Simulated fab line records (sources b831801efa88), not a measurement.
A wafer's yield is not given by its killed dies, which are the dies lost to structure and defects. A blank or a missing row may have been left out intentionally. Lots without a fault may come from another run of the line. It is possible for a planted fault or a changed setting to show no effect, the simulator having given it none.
Which tool did it? | flow gf180mcu | route of 602 steps, sampled at 1 step: 6 lots, 18 wafers

WHAT EACH GAUGE READ, for each wafer
GF_NWELL_OVL_MEAS_07.
lot  | measured    | on         | NWELL_OVL (nm)
L363 | day 4 02:53 | overlay-01 | 1.1 1.1 0.2
L366 | day 4 17:08 | overlay-02 | -1.0 1.1 -0.7
L374 | day 6 04:32 | overlay-01 | 0.7 -1.3 1.0
L376 | day 6 17:09 | overlay-01 | 0.1 -1.1 -0.4
L380 | day 7 14:23 | overlay-01 | 2.6 1.4 2.3
L383 | day 8 07:36 | overlay-02 | 1.1 -0.3 0.1

WHICH TOOL RAN EACH LOT (tool, then ch and the chambers of the sampled wafers, then the start)
No process step before these readings appears in the record.

THE ANSWER, worked out from the rows above alone
Rule: what is usual is taken from the lots themselves. The widest of any qualifying gaps counts: lots, ordered by their means at a reading, are off when they make up no more than a third of the lots, leave a main group of 4 or more, and stand apart from it by 3 or more times the standard deviation of that group's means. Not used: any main group whose means are identical at the precision the tables above print for the reading. A lot without any number at a reading at which 4 lots or more have one is off too. The other lots that the step has rows for count as sound.
Across all readings shown, no lot is off: no conclusion can be drawn from this.

WHAT THE SIMULATOR HAD PUT IN
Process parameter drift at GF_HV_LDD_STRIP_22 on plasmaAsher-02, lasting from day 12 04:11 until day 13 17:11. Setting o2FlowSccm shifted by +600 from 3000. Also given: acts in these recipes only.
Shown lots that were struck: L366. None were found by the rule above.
